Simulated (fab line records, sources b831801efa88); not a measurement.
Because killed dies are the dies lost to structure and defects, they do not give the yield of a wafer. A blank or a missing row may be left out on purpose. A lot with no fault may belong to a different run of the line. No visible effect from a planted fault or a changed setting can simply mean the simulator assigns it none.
The tool behind it: which one? + flow gf180mcu + Sampling: 24 lots, 72 wafers, 6 of 602 route steps

WHAT THE GAUGES READ, wafer by wafer
GF_M3_RS_MEAS_05: the measuring method here is four-point-probe.
| lot  | measured     | on            | M3_ALCU_RS (ohm/sq)  |
|------|--------------|---------------|----------------------|
| L074 | day 20 14:28 | film metro-01 | 0.0693 0.0690 0.0693 |
| L075 | day 20 18:02 | film metro-01 | 0.0702 0.0708 0.0708 |
| L076 | day 21 04:41 | film metro-01 | 0.0692 0.0699 0.0696 |
| L077 | day 21 04:59 | film metro-02 | 0.0688 0.0691 0.0694 |
| L078 | day 22 05:53 | film metro-01 | 0.0691 0.0686 0.0688 |
| L079 | day 22 11:52 | film metro-01 | 0.0694 0.0696 0.0693 |
| L080 | day 22 22:40 | film metro-02 | 0.0696 0.0697 0.0693 |
| L081 | day 23 14:46 | film metro-04 | 0.0686 0.0693 0.0690 |
| L082 | day 23 23:03 | film metro-01 | 0.0694 0.0691 0.0693 |
| L083 | day 24 02:11 | film metro-02 | 0.0681 0.0682 0.0683 |
| L084 | day 24 11:30 | film metro-01 | 0.0689 0.0691 0.0693 |
| L085 | day 24 19:43 | film metro-04 | 0.0692 0.0690 0.0694 |
| L086 | day 25 01:12 | film metro-04 | 0.0686 0.0683 0.0689 |
| L087 | day 25 05:34 | film metro-01 | 0.0694 0.0694 0.0689 |
| L089 | day 25 18:11 | film metro-04 | 0.0694 0.0696 0.0693 |
| L088 | day 25 20:49 | film metro-01 | 0.0697 0.0701 0.0695 |
| L090 | day 26 02:09 | film metro-01 | 0.0698 0.0697 0.0699 |
| L091 | day 26 08:22 | film metro-02 | 0.0697 0.0693 0.0682 |
| L092 | day 26 12:38 | film metro-04 | 0.0685 0.0688 0.0686 |
| L093 | day 26 14:18 | film metro-02 | 0.0696 0.0692 0.0691 |
| L094 | day 27 02:17 | film metro-04 | 0.0695 0.0698 0.0697 |
| L095 | day 27 11:16 | film metro-01 | 0.0698 0.0698 0.0700 |
| L096 | day 27 15:26 | film metro-04 | 0.0681 0.0677 0.0679 |
| L097 | day 27 21:08 | film metro-04 | 0.0693 0.0693 0.0689 |

GF_M3_OVL_MEAS_15.
| lot  | measured     | on         | M3_OVL (nm) |
|------|--------------|------------|-------------|
| L074 | day 21 15:08 | overlay-01 | 1 2 6       |
| L075 | day 21 18:05 | overlay-02 | 9 5 8       |
| L076 | day 22 04:32 | overlay-02 | 11 1 -2     |
| L077 | day 22 04:53 | overlay-02 | -8 -2 -1    |
| L078 | day 23 05:20 | overlay-01 | 4 0 -6      |
| L079 | day 23 11:29 | overlay-01 | 3 -4 5      |
| L080 | day 23 21:46 | overlay-01 | 0 2 0       |
| L081 | day 24 13:28 | overlay-01 | 11 12 2     |
| L082 | day 24 20:26 | overlay-02 | -10 -10 -5  |
| L083 | day 25 00:08 | overlay-01 | -3 -8 -4    |
| L084 | day 25 08:56 | overlay-02 | -7 -17 -12  |
| L085 | day 25 16:50 | overlay-01 | -5 -6 -11   |
| L086 | day 25 22:39 | overlay-01 | -1 -5 -3    |
| L087 | day 26 02:41 | overlay-02 | -4 -1 -1    |
| L089 | day 26 14:58 | overlay-01 | 11 -4 -1    |
| L088 | day 26 17:08 | overlay-01 | -11 -5 1    |
| L090 | day 26 21:47 | overlay-02 | -10 -14 -8  |
| L091 | day 27 05:08 | overlay-01 | -1 -6 1     |
| L092 | day 27 09:10 | overlay-02 | -8 1 7      |
| L093 | day 27 10:47 | overlay-02 | 2 -4 0      |
| L094 | day 27 21:35 | overlay-02 | -11 -9 -10  |
| L095 | day 28 06:17 | overlay-01 | -6 -3 -8    |
| L096 | day 28 10:45 | overlay-01 | -8 -2 -5    |
| L097 | day 28 16:52 | overlay-01 | 4 7 9       |

GF_V3_OVL_MEAS_15.
| lot  | measured     | on         | V3_OVL (nm) |
|------|--------------|------------|-------------|
| L074 | day 22 15:48 | overlay-01 | 5 1 -4      |
| L075 | day 22 20:02 | overlay-02 | 4 -1 1      |
| L076 | day 23 05:27 | overlay-02 | -8 -8 -9    |
| L077 | day 23 05:48 | overlay-02 | -8 -7 -3    |
| L078 | day 24 06:01 | overlay-02 | -9 0 -7     |
| L079 | day 24 11:09 | overlay-01 | -3 -6 1     |
| L080 | day 24 21:10 | overlay-02 | -5 -3 -6    |
| L081 | day 25 12:31 | overlay-02 | -9 -5 -12   |
| L082 | day 25 19:13 | overlay-02 | -12 -8 -11  |
| L083 | day 25 22:45 | overlay-02 | -8 0 -7     |
| L084 | day 26 06:32 | overlay-01 | -9 -10 -12  |
| L085 | day 26 14:51 | overlay-02 | -9 -5 2     |
| L086 | day 26 20:51 | overlay-02 | -4 -2 -6    |
| L087 | day 27 00:45 | overlay-02 | -3 -1 3     |
| L089 | day 27 11:55 | overlay-02 | -4 0 0      |
| L088 | day 27 14:30 | overlay-01 | 3 -1 -2     |
| L090 | day 27 19:16 | overlay-01 | 1 2 1       |
| L091 | day 28 02:24 | overlay-02 | 3 -4 -2     |
| L092 | day 28 06:31 | overlay-02 | -4 0 3      |
| L093 | day 28 08:22 | overlay-01 | -5 -4 -5    |
| L094 | day 28 19:05 | overlay-02 | 5 -5 4      |
| L095 | day 29 03:00 | overlay-01 | 2 -1 -3     |
| L096 | day 29 07:35 | overlay-02 | -1 -4 -3    |
| L097 | day 29 13:43 | overlay-01 | 7 3 -10     |

GF_TOP_METAL_RS_MEAS_05: the measuring method here is four-point-probe.
| lot  | measured     | on            | TOP_METAL_ALCU_RS (ohm/sq) |
|------|--------------|---------------|----------------------------|
| L074 | day 27 12:48 | film metro-03 | 0.0326 0.0327 0.0324       |
| L075 | day 27 16:07 | film metro-04 | 0.0325 0.0326 0.0322       |
| L076 | day 28 00:56 | film metro-01 | 0.0335 0.0333 0.0332       |
| L077 | day 28 00:57 | film metro-03 | 0.0328 0.0326 0.0331       |
| L078 | day 28 20:35 | film metro-01 | 0.0330 0.0329 0.0329       |
| L079 | day 29 02:03 | film metro-01 | 0.0324 0.0329 0.0330       |
| L080 | day 29 11:13 | film metro-04 | 0.0326 0.0326 0.0332       |
| L081 | day 29 23:37 | film metro-01 | 0.0325 0.0330 0.0328       |
| L082 | day 30 06:25 | film metro-01 | 0.0331 0.0330 0.0329       |
| L083 | day 30 09:58 | film metro-04 | 0.0323 0.0324 0.0325       |
| L084 | day 30 17:11 | film metro-04 | 0.0325 0.0321 0.0327       |
| L085 | day 31 00:40 | film metro-03 | 0.0331 0.0331 0.0332       |
| L086 | day 31 05:32 | film metro-03 | 0.0329 0.0332 0.0331       |
| L087 | day 31 08:34 | film metro-01 | 0.0328 0.0327 0.0328       |
| L089 | day 31 18:05 | film metro-01 | 0.0335 0.0328 0.0332       |
| L088 | day 31 20:41 | film metro-01 | 0.0328 0.0329 0.0335       |
| L090 | day 31 23:44 | film metro-04 | 0.0328 0.0330 0.0328       |
| L091 | day 32 07:50 | film metro-04 | 0.0330 0.0324 0.0321       |
| L092 | day 32 10:35 | film metro-03 | 0.0330 0.0328 0.0328       |
| L093 | day 32 11:53 | film metro-03 | 0.0333 0.0327 0.0326       |
| L094 | day 32 22:02 | film metro-01 | 0.0332 0.0333 0.0331       |
| L095 | day 33 03:47 | film metro-04 | 0.0330 0.0326 0.0333       |
| L096 | day 33 07:11 | film metro-01 | 0.0333 0.0331 0.0328       |
| L097 | day 33 12:16 | film metro-01 | 0.0325 0.0328 0.0329       |

WHICH TOOL RAN EACH LOT (tool, then ch and the chambers of the sampled wafers, then the start)
| lot  | GF_V2_CMP_04                  | GF_MIM_SPUTTER_03            |
|------|-------------------------------|------------------------------|
| L074 | cmp-02 ch 0,1, day 19 11:54   | pvd sputter-04, day 24 18:24 |
| L075 | cmp-01 ch 0,2,3, day 19 15:46 | pvd sputter-04, day 24 22:23 |
| L076 | cmp-01 ch 0,1,3, day 20 02:10 | pvd sputter-03, day 25 06:44 |
| L077 | cmp-02 ch 1,2,3, day 20 02:28 | pvd sputter-03, day 25 07:40 |
| L078 | cmp-02 ch 2,3, day 21 04:26   | pvd sputter-03, day 26 05:05 |
| L079 | cmp-02 ch 0,2,3, day 21 10:23 | pvd sputter-04, day 26 10:17 |
| L080 | cmp-01 ch 0,2,3, day 21 20:59 | pvd sputter-04, day 26 20:38 |
| L081 | cmp-01 ch 0,1,3, day 22 12:53 | pvd sputter-03, day 27 09:42 |
| L082 | cmp-02 ch 0,1, day 22 21:32   | pvd sputter-02, day 27 16:57 |
| L083 | cmp-01 ch 0,2,3, day 23 00:44 | pvd sputter-04, day 27 20:29 |
| L084 | cmp-01 ch 0,1,2, day 23 10:37 | pvd sputter-04, day 28 05:01 |
| L085 | cmp-02 ch 1,2, day 23 19:38   | pvd sputter-04, day 28 12:13 |
| L086 | cmp-02 ch 2,3, day 24 01:07   | pvd sputter-02, day 28 17:37 |
| L087 | cmp-02 ch 0,2,3, day 24 05:50 | pvd sputter-04, day 28 21:06 |
| L089 | cmp-01 ch 1,2, day 24 18:57   | pvd sputter-03, day 29 07:57 |
| L088 | cmp-01 ch 1,2,3, day 24 21:07 | pvd sputter-02, day 29 10:30 |
| L090 | cmp-02 ch 0,2, day 25 03:02   | pvd sputter-04, day 29 14:57 |
| L091 | cmp-01 ch 1,3, day 25 09:33   | pvd sputter-03, day 29 22:52 |
| L092 | cmp-01 ch 0,1,3, day 25 13:46 | pvd sputter-03, day 30 01:11 |
| L093 | cmp-01 ch 1,2,3, day 25 15:07 | pvd sputter-03, day 30 03:22 |
| L094 | cmp-01 ch 1,2,3, day 26 04:08 | pvd sputter-03, day 30 13:58 |
| L095 | cmp-01 ch 0,1, day 26 12:23   | pvd sputter-04, day 30 21:11 |
| L096 | cmp-01 ch 0,2, day 26 16:49   | pvd sputter-03, day 31 00:32 |
| L097 | cmp-02 ch 1,2, day 26 22:18   | pvd sputter-04, day 31 06:56 |
- GF_V2_CMP_04: polishes SiO2.
- GF_MIM_SPUTTER_03: material Ti, target thk 10 nm, time 6.7 s.

WHAT THE TOOLS THEMSELVES READ (means of the sampled wafers that have a number; where no wafer has one, the mark that the record gives instead)
GF_V2_CMP_04.
| lot  | tool   | motor current A (A) | time to endpoint s (s) |
|------|--------|---------------------|------------------------|
| L074 | cmp-02 | 12.5                | 84                     |
| L075 | cmp-01 | 12.0                | 86                     |
| L076 | cmp-01 | 12.2                | 83                     |
| L077 | cmp-02 | 11.3                | 79                     |
| L078 | cmp-02 | 11.4                | 83                     |
| L079 | cmp-02 | 11.7                | 80                     |
| L080 | cmp-01 | 11.6                | 82                     |
| L081 | cmp-01 | 12.4                | 83                     |
| L082 | cmp-02 | 12.1                | 84                     |
| L083 | cmp-01 | 12.3                | 78                     |
| L084 | cmp-01 | 12.3                | 84                     |
| L085 | cmp-02 | 10.8                | 82                     |
| L086 | cmp-02 | 11.4                | 87                     |
| L087 | cmp-02 | 12.2                | 90                     |
| L089 | cmp-01 | 12.6                | 81                     |
| L088 | cmp-01 | 12.5                | 84                     |
| L090 | cmp-02 | 11.6                | 72                     |
| L091 | cmp-01 | 12.6                | 81                     |
| L092 | cmp-01 | 12.5                | 81                     |
| L093 | cmp-01 | 12.5                | 78                     |
| L094 | cmp-01 | 12.4                | 82                     |
| L095 | cmp-01 | 12.4                | 82                     |
| L096 | cmp-01 | 11.8                | 79                     |
| L097 | cmp-02 | 11.1                | 82                     |

GF_MIM_SPUTTER_03.
| lot  | tool           | cathode dc power W (W) | throttle valve pct (%) |
|------|----------------|------------------------|------------------------|
| L074 | pvd sputter-04 | 3000.2                 | 30.3                   |
| L075 | pvd sputter-04 | 2999.3                 | 30.6                   |
| L076 | pvd sputter-03 | 3000.3                 | 31.1                   |
| L077 | pvd sputter-03 | 3000.6                 | 30.3                   |
| L078 | pvd sputter-03 | 3000.2                 | 29.7                   |
| L079 | pvd sputter-04 | 3000.3                 | 29.5                   |
| L080 | pvd sputter-04 | 2999.5                 | 30.5                   |
| L081 | pvd sputter-03 | 3000.5                 | 30.5                   |
| L082 | pvd sputter-02 | 2999.9                 | 29.3                   |
| L083 | pvd sputter-04 | 2999.9                 | 29.5                   |
| L084 | pvd sputter-04 | 3000.4                 | 30.6                   |
| L085 | pvd sputter-04 | 2999.9                 | 29.4                   |
| L086 | pvd sputter-02 | 3000.0                 | 29.1                   |
| L087 | pvd sputter-04 | 3000.1                 | 30.1                   |
| L089 | pvd sputter-03 | 3000.4                 | 30.2                   |
| L088 | pvd sputter-02 | 3000.1                 | 29.1                   |
| L090 | pvd sputter-04 | 3000.0                 | 30.2                   |
| L091 | pvd sputter-03 | 3000.2                 | 30.3                   |
| L092 | pvd sputter-03 | 3000.3                 | 30.1                   |
| L093 | pvd sputter-03 | 2999.9                 | 32.0                   |
| L094 | pvd sputter-03 | 3000.2                 | 29.6                   |
| L095 | pvd sputter-04 | 3000.0                 | 30.0                   |
| L096 | pvd sputter-03 | 3000.0                 | 30.4                   |
| L097 | pvd sputter-04 | 3000.3                 | 28.9                   |

THE ANSWER, worked out from the rows above alone
Rule: the lots themselves supply what counts as usual. The widest of any qualifying gaps counts: lots, ordered by their means at a reading, are off when they make up no more than a third of the lots, leave a main group of 4 or more, and stand apart from it by 3 or more times the standard deviation of that group's means. If all means in a main group match to the digits the tables above print for the reading, that group is not used. Also off: a lot with no number at a reading for which 4 or more lots have one. Any other lot the step has rows for is counted as sound. Order of review: gauges by route order, followed by the tools' own readings, for which a lot's mean as printed above is used. At the first step where some lot is off, the reading lying furthest off is the one used; lots without a number count as furthest.
No lot is off on any of the readings shown, so nothing can be concluded from this.

WHAT HAD BEEN PUT IN BY THE SIMULATOR
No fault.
